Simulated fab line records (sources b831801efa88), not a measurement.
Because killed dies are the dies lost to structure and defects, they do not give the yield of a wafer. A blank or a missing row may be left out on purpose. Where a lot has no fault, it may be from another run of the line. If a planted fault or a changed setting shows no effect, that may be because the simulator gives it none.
fab line records -- flow sky130
record: lots: 12, wafers: 36, lastDay: 50
route steps=708 shown POLY_GATE@224 LI_CONTACT@374 LOCAL_INTERCONNECT@388 PAD_OPEN@708
lots with no fault: from the same line, run without faults
startH: start of the lot's first displayed wafer, in hours after the record's first day -- waitH: hours since the lot's step before -- " identical to the entry in the row above -- L1.1+2: a single row standing in for several wafers -- - either no value or no given start -- * or withheld: withheld -- < > ~ a bound
route shown NAME@n: NAME is a module with steps in the file, n the number in the route of the first one -- usual: mean/standard deviation taken from wafers without a fault -- same: alike in all rows -- chamber/n: place in a boat -- sites: each site's reading -- _std_site: the standard deviation of these -- _edge_site: the outer-site mean with the inner-site mean subtracted -- radiusMm: how far each site lies from the wafer's centre -- mask NAME#n: copy n -- behind: tool/chamber where the wafer was last shaped -- hold: what put the lot on hold/how long, in hours/how the hold closed -- device: which transistor (n, p or np) failed to switch -- end of line: the same wafers' tests at the end of the route -- a step given without rows: its recipe and nothing more -- killed: dies that structure and defects cost at the first sort, which is not the same as the wafer's yield -- map: per-die view of a wafer (x killed, . not killed, _ where there is no die)
set.NAME: the setting that was run; set.NAME@STEP: the one run at that earlier step -- model.NAME: the simulator's own value behind a step, which no gauge read
route steps across a sampled set of lots; one table per step, one row per wafer
services: the hour from which a tool's chamber was out of use, counted from the record's first day as startH (under 0 if before that day), plus the number of hours and why
== steps ==
step: SKY_POLY_GATE_EXPOSE_10
recipe: maskId: P1M, na: 0.68, sourceShape: conventional, sigmaOuter: 0.6, targetCdNm: 150, doseMj: 28
usual: stageVelMmS: 500.02/0.27
lot.wafer,tool,chamber,startH,waitH,mask,stageVelMmS
L266.1,krfScanner-02,0,341.51,-,P1M#0,500.53
L266.3,krfScanner-02,0,341.51,-,P1M#0,500.55
L266.5,krfScanner-02,0,341.51,-,P1M#0,500.03
L267.4,krfScanner-01,0,354.42,-,P1M#0,500.18
L267.5,krfScanner-01,0,354.42,-,P1M#0,499.67
L267.6,krfScanner-01,0,354.42,-,P1M#0,500.15
L269.2,krfScanner-01,0,374.76,-,P1M_R1#0,500.09
L269.3,krfScanner-01,0,374.76,-,P1M_R1#0,500.21
L269.6,krfScanner-01,0,374.76,-,P1M_R1#0,500.17
L271.3,krfScanner-02,0,406.70,-,P1M#0,500.29
L271.4,krfScanner-02,0,406.70,-,P1M#0,500.41
L271.6,krfScanner-02,0,406.70,-,P1M#0,500.25
L280.1,krfScanner-01,0,475.30,-,P1M#0,500.15
L280.2,krfScanner-01,0,475.30,-,P1M#0,500.39
L280.4,krfScanner-01,0,475.30,-,P1M#0,500.17
L283.2,krfScanner-01,0,495.11,-,P1M#0,500.06
L283.4,krfScanner-01,0,495.11,-,P1M#0,499.52
L283.5,krfScanner-01,0,495.11,-,P1M#0,499.88
L282.3,krfScanner-01,0,500.60,-,P1M#0,500.03
L282.5,krfScanner-01,0,500.60,-,P1M#0,499.68
L282.6,krfScanner-01,0,500.60,-,P1M#0,499.78
L284.4,krfScanner-01,0,513.18,-,P1M#0,500.01
L284.5,krfScanner-01,0,513.18,-,P1M#0,500.00
L284.6,krfScanner-01,0,513.18,-,P1M#0,499.67
L286.3,krfScanner-01,0,546.80,-,P1M#0,499.78
L286.4,krfScanner-01,0,546.80,-,P1M#0,499.74
L286.5,krfScanner-01,0,546.80,-,P1M#0,499.60
L287.1,krfScanner-02,0,563.80,-,P1M#0,500.40
L287.3,krfScanner-02,0,563.80,-,P1M#0,499.83
L287.6,krfScanner-02,0,563.80,-,P1M#0,499.96
L288.1,krfScanner-02,0,565.56,-,P1M#0,499.91
L288.3,krfScanner-02,0,565.56,-,P1M#0,499.48
L288.6,krfScanner-02,0,565.56,-,P1M#0,499.85
L289.1,krfScanner-02,0,571.56,-,P1M#0,500.38
L289.2,krfScanner-02,0,571.56,-,P1M#0,500.03
L289.3,krfScanner-02,0,571.56,-,P1M#0,500.05
step: SKY_POLY_GATE_CD_MEAS_13
recipe: targetCdNm: 150
usual: cdNm: 150.1/1.2
lot.wafer,tool,chamber,startH,waitH,hold,cdNm
L266.1,cdSem-02,-,355.24,-,-,149.2
L266.3,cdSem-02,-,355.24,-,-,150.1
L266.5,cdSem-02,-,355.24,-,-,150.4
L267.4,cdSem-01,-,367.65,-,-,151.1
L267.5,cdSem-01,-,367.65,-,-,151.0
L267.6,cdSem-01,-,367.65,-,-,150.4
L269.2,cdSem-01,-,388.48,-,awaitDispo/0.2h/release,159.8
L269.3,cdSem-01,-,388.48,-,awaitDispo/0.2h/release,161.8
L269.6,cdSem-01,-,388.48,-,awaitDispo/0.2h/release,161.9
L269.2,cdSem-01,-,388.77,0.3,-,159.8
L269.3,cdSem-01,-,388.77,0.3,-,161.7
L269.6,cdSem-01,-,388.77,0.3,-,161.8
L271.3,cdSem-02,-,421.05,-,-,150.7
L271.4,cdSem-02,-,421.05,-,-,152.4
L271.6,cdSem-02,-,421.05,-,-,153.1
L280.1,cdSem-02,-,490.57,-,-,151.0
L280.2,cdSem-02,-,490.57,-,-,150.6
L280.4,cdSem-02,-,490.57,-,-,151.1
L283.2,cdSem-01,-,510.09,-,-,149.6
L283.4,cdSem-01,-,510.09,-,-,149.6
L283.5,cdSem-01,-,510.09,-,-,148.7
L282.3,cdSem-01,-,515.58,-,-,149.7
L282.5,cdSem-01,-,515.58,-,-,150.0
L282.6,cdSem-01,-,515.58,-,-,150.6
L284.4,cdSem-02,-,528.10,-,-,151.5
L284.5,cdSem-02,-,528.10,-,-,150.6
L284.6,cdSem-02,-,528.10,-,-,150.1
L286.3,cdSem-02,-,561.06,-,-,150.9
L286.4,cdSem-02,-,561.06,-,-,151.0
L286.5,cdSem-02,-,561.06,-,-,150.9
L287.1,cdSem-01,-,578.24,-,-,148.6
L287.3,cdSem-01,-,578.24,-,-,149.1
L287.6,cdSem-01,-,578.24,-,-,147.9
L288.1,cdSem-02,-,579.84,-,-,148.6
L288.3,cdSem-02,-,579.84,-,-,148.9
L288.6,cdSem-02,-,579.84,-,-,147.9
L289.1,cdSem-02,-,586.26,-,-,150.0
L289.2,cdSem-02,-,586.26,-,-,148.9
L289.3,cdSem-02,-,586.26,-,-,150.1
step: SKY_LI_CONTACT_CD_MEAS_12
recipe: targetCdNm: 170
usual: cdNm: 169.8/1.8
lot.wafer,tool,chamber,startH,waitH,cdNm
L266.1,cdSem-02,-,658.21,-,172.6
L266.3,cdSem-02,-,658.21,-,172.3
L266.5,cdSem-02,-,658.21,-,172.6
L267.4,cdSem-02,-,671.78,-,171.3
L267.5,cdSem-02,-,671.78,-,171.1
L267.6,cdSem-02,-,671.78,-,170.2
L269.2,cdSem-02,-,691.43,-,168.6
L269.3,cdSem-02,-,691.43,-,170.2
L269.6,cdSem-02,-,691.43,-,168.3
L271.3,cdSem-02,-,721.45,-,170.9
L271.4,cdSem-02,-,721.45,-,170.3
L271.6,cdSem-02,-,721.45,-,170.3
L280.1,cdSem-01,-,779.91,-,169.0
L280.2,cdSem-01,-,779.91,-,167.1
L280.4,cdSem-01,-,779.91,-,167.3
L282.3,cdSem-01,-,813.05,-,170.6
L282.5,cdSem-01,-,813.05,-,170.7
L282.6,cdSem-01,-,813.05,-,169.4
L283.2,cdSem-02,-,813.38,-,167.9
L283.4,cdSem-02,-,813.38,-,168.3
L283.5,cdSem-02,-,813.38,-,168.3
L284.4,cdSem-02,-,815.58,-,166.0
L284.5,cdSem-02,-,815.58,-,167.8
L284.6,cdSem-02,-,815.58,-,166.7
L286.3,cdSem-01,-,841.61,-,164.5
L286.4,cdSem-01,-,841.61,-,165.0
L286.5,cdSem-01,-,841.61,-,164.8
L288.1,cdSem-02,-,860.27,-,170.5
L288.3,cdSem-02,-,860.27,-,172.0
L288.6,cdSem-02,-,860.27,-,170.6
L287.1,cdSem-01,-,860.56,-,169.2
L287.3,cdSem-01,-,860.56,-,169.3
L287.6,cdSem-01,-,860.56,-,169.5
L289.1,cdSem-01,-,864.73,-,168.9
L289.2,cdSem-01,-,864.73,-,169.6
L289.3,cdSem-01,-,864.73,-,169.2
step: SKY_LOCAL_INTERCONNECT_RS_MEAS_01
recipe: thkMeasGauge: four-point-probe, reads: TiN_of_LOCAL_INTERCONNECT_SPUTTER_00
usual: LOCAL_INTERCONNECT_TIN_RS: 14.12/0.17
lot.wafer,tool,chamber,startH,waitH,LOCAL_INTERCONNECT_TIN_RS[ohm/sq]
L266.1,filmMetro-04,-,659.60,0.0,14.11
L266.3,filmMetro-04,-,659.60,0.0,14.12
L266.5,filmMetro-04,-,659.60,0.0,14.12
L267.4,filmMetro-02,-,673.16,0.1,14.14
L267.5,filmMetro-02,-,673.16,0.1,13.99
L267.6,filmMetro-02,-,673.16,0.1,14.21
L269.2,filmMetro-03,-,692.83,0.1,14.30
L269.3,filmMetro-03,-,692.83,0.1,14.13
L269.6,filmMetro-03,-,692.83,0.1,13.99
L271.3,filmMetro-03,-,723.10,0.1,14.13
L271.4,filmMetro-03,-,723.10,0.1,13.96
L271.6,filmMetro-03,-,723.10,0.1,14.15
L280.1,filmMetro-02,-,781.30,0.0,14.36
L280.2,filmMetro-02,-,781.30,0.0,14.33
L280.4,filmMetro-02,-,781.30,0.0,14.33
L282.3,filmMetro-02,-,814.45,0.1,14.30
L282.5,filmMetro-02,-,814.45,0.1,14.07
L282.6,filmMetro-02,-,814.45,0.1,14.39
L283.2,filmMetro-03,-,814.78,0.1,13.75
L283.4,filmMetro-03,-,814.78,0.1,13.98
L283.5,filmMetro-03,-,814.78,0.1,14.05
L284.4,filmMetro-04,-,816.96,0.1,14.16
L284.5,filmMetro-04,-,816.96,0.1,13.98
L284.6,filmMetro-04,-,816.96,0.1,13.97
L286.3,filmMetro-03,-,843.39,0.1,14.36
L286.4,filmMetro-03,-,843.39,0.1,14.13
L286.5,filmMetro-03,-,843.39,0.1,14.31
L288.1,filmMetro-03,-,861.66,0.0,14.03
L288.3,filmMetro-03,-,861.66,0.0,13.76
L288.6,filmMetro-03,-,861.66,0.0,13.99
L287.1,filmMetro-02,-,861.95,0.0,14.19
L287.3,filmMetro-02,-,861.95,0.0,14.18
L287.6,filmMetro-02,-,861.95,0.0,14.46
L289.1,filmMetro-02,-,866.12,0.0,14.14
L289.2,filmMetro-02,-,866.12,0.0,13.94
L289.3,filmMetro-02,-,866.12,0.0,14.19
step: SKY_LOCAL_INTERCONNECT_ETCH_13
recipe: chemistry: N2/H2, target: BARC, ionEnergyEv: 200, biasW: 100, pressureMtorr: 30, n2FlowSccm: 100, h2FlowSccm: 200, icpW: 500, stopOn: SiO2, timeS: 45.9, targetDepthA: 600
usual: drypumpMotorCurrentA: 5.7/0.47, oesProductAu: 0.854/0.005, throttleValvePct: 13.223/0.0084
lot.wafer,tool,chamber,startH,waitH,drypumpMotorCurrentA,oesProductAu,rfHoursCounterH,throttleValvePct
L266.1,rieMetal-03,1,684.61,0.0,5.7,0.851,7,13.224
L266.3,rieMetal-03,1,684.61,0.0,5.7,0.845,-,13.213
L266.5,rieMetal-03,1,684.61,0.0,5.7,0.852,-,13.243
L267.4,rieMetal-02,1,699.69,0.0,5.8,0.848,-,13.233
L267.5,rieMetal-02,0,699.69,0.0,4.9,0.856,-,13.206
L267.6,rieMetal-02,1,699.69,0.0,5.8,0.855,-,13.206
L269.2,rieMetal-04,0,720.14,0.0,5.4,0.847,14,13.208
L269.3,rieMetal-04,1,720.14,0.0,6.3,0.851,-,13.229
L269.6,rieMetal-04,1,720.14,0.0,6.3,0.851,-,13.214
L271.3,rieMetal-03,0,749.39,0.0,6.3,0.846,-,13.232
L271.4,rieMetal-03,1,749.39,0.0,5.7,0.848,-,13.230
L271.6,rieMetal-03,0,749.39,0.0,6.3,0.850,-,13.219
L280.1,rieMetal-04,1,807.62,0.0,6.3,0.854,4,13.211
L280.2,rieMetal-04,1,807.62,0.0,6.3,0.861,-,13.226
L280.4,rieMetal-04,1,807.62,0.0,6.2,0.862,-,13.228
L282.3,rieMetal-04,1,840.64,0.0,6.2,0.851,-,13.228
L282.5,rieMetal-04,1,840.64,0.0,6.3,0.858,-,13.224
L282.6,rieMetal-04,0,840.64,0.0,5.5,0.851,-,13.228
L283.2,rieMetal-02,0,841.04,0.0,4.9,0.847,13,13.232
L283.4,rieMetal-02,1,841.04,0.0,5.8,0.852,-,13.216
L283.5,rieMetal-02,0,841.04,0.0,4.9,0.850,-,13.217
L284.4,rieMetal-02,1,842.74,0.0,5.8,0.850,-,13.226
L284.5,rieMetal-02,1,842.74,0.0,5.8,0.855,-,13.231
L284.6,rieMetal-02,0,842.74,0.0,4.9,0.858,-,13.227
L286.3,rieMetal-04,0,869.59,0.0,5.5,0.860,-,13.228
L286.4,rieMetal-04,1,869.59,0.0,6.2,0.853,-,13.217
L286.5,rieMetal-04,1,869.59,0.0,6.2,0.851,-,13.213
L288.1,rieMetal-02,1,888.12,0.0,5.8,0.852,2,13.216
L288.3,rieMetal-02,1,888.12,0.0,5.8,0.847,-,13.216
L288.6,rieMetal-02,1,888.12,0.0,5.8,0.854,-,13.233
L287.1,rieMetal-04,0,888.47,0.0,5.5,0.862,3,13.219
L287.3,rieMetal-04,1,888.47,0.0,6.3,0.855,-,13.222
L287.6,rieMetal-04,1,888.47,0.0,6.2,0.852,-,13.228
L289.1,rieMetal-02,0,892.69,0.0,4.9,0.854,15,13.231
L289.2,rieMetal-02,1,892.69,0.0,5.8,0.858,2,13.218
L289.3,rieMetal-02,0,892.69,0.0,4.9,0.851,-,13.211
step: SKY_PAD_OPEN_PROBE_99
usual: killed_at_M0_to_M3: 43/6.6, killed_at_M4_up: 3.1/1.6, killedAtContacts: 23/5.6, killedAtFrontEnd: 15/4.2, killedAtOther: 0.2/0.43, killedDies: 85/9.3, killedOpen: 46/6.6, killedShort: 39/6.2
same: grossDies: 492, killedAtBackSide: 0
lot.wafer,tool,chamber,startH,waitH,killed_at_M0_to_M3,killed_at_M4_up,killedAtContacts,killedAtFrontEnd,killedAtOther,killedDies,killedOpen,killedShort
L269.3,prober-02,-,1083.43,0.2,54,9,21,9,0,93,51,42
L269.6,prober-02,-,1083.58,0.2,43,3,25,11,2,84,48,35
killed by level:class
L269.3 VIA3:geometricParticle:open=10 VIA1:geometricParticle:open=10 METAL2:geometricParticle:short=7 VIA2:geometricParticle:open=7 LI_CONTACT:geometricParticle:open=6 VIA3:geometricParticle:short=6 METAL4:geometricParticle:short=6 CONTACT:geometricParticle:open=5
L269.6 VIA2:geometricParticle:open=11 CONTACT:geometricParticle:open=9 LI_CONTACT:geometricParticle:open=7 VIA1:geometricParticle:open=6 VIA3:geometricParticle:open=5 METAL2:geometricParticle:short=5 METAL1:geometricParticle:short=4 FIELD_ISO:geometricParticle:short=3
== services ==
tool,chamber,startH,hours,kind
krfScanner-02,-,320.72,0.9,repair
rieMetal-02,-,342.20,0.8,repair
krfScanner-01,-,351.60,1.6,repair
krfScanner-02,-,359.90,1.0,pm
krfScanner-01,-,372.95,0.8,pm
krfScanner-01,-,473.24,1.0,pm
krfScanner-01,-,481.86,1.3,pm
krfScanner-01,-,490.13,0.7,repair
krfScanner-01,-,541.78,0.8,pm
krfScanner-01,-,555.06,1.4,repair
krfScanner-01,-,558.74,3.6,pm
krfScanner-01,-,632.80,1.4,repair
krfScanner-01,-,634.25,4.4,pm
krfScanner-01,-,640.46,1.5,repair
krfScanner-01,-,642.24,1.0,pm
krfScanner-01,-,657.76,1.3,pm
krfScanner-01,-,683.99,0.8,repair
krfScanner-01,-,710.55,0.8,pm
krfScanner-01,-,748.91,7.6,repair
krfScanner-01,-,752.74,3.7,repair
krfScanner-01,-,811.24,1.0,pm
krfScanner-01,-,828.59,4.0,pm
krfScanner-01,-,833.66,1.3,pm
krfScanner-01,-,879.35,0.8,pm
== key ==
firstSign: step: SKY_POLY_GATE_EXPOSE_10, reading: mask, direction: changed
effect: step: SKY_POLY_GATE_CD_MEAS_13, reading: visit, direction: added
effect: step: SKY_POLY_GATE_CD_MEAS_13, reading: cdNm, direction: up, sigmas: 9, usual: 150.1, struck: 161.1
metAt SKY_POLY_GATE_EXPOSE_10
struckLots L269
testerLeftOut L269
notActingAt SKY_LI_CONTACT_CD_MEAS_12,SKY_LOCAL_INTERCONNECT_RS_MEAS_01,SKY_LOCAL_INTERCONNECT_ETCH_13
onsetBetween 354.42 374.76
fault: kind: wrongMask, tool: any, chamber: -, onsetH: 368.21, steps: SKY_POLY_GATE_EXPOSE_10, auxCopy: P1M_R1#0, cdOffsetNm: 11, scope: struckLotsOnly
testerLeftOut: of these lots the tester's yield and bins aren't shown, on N5 and GAA mostly nor the transistor test; their killed dies are dies lost to structure and defects alone, not to doping, threshold or leakage, so they don't give the yield
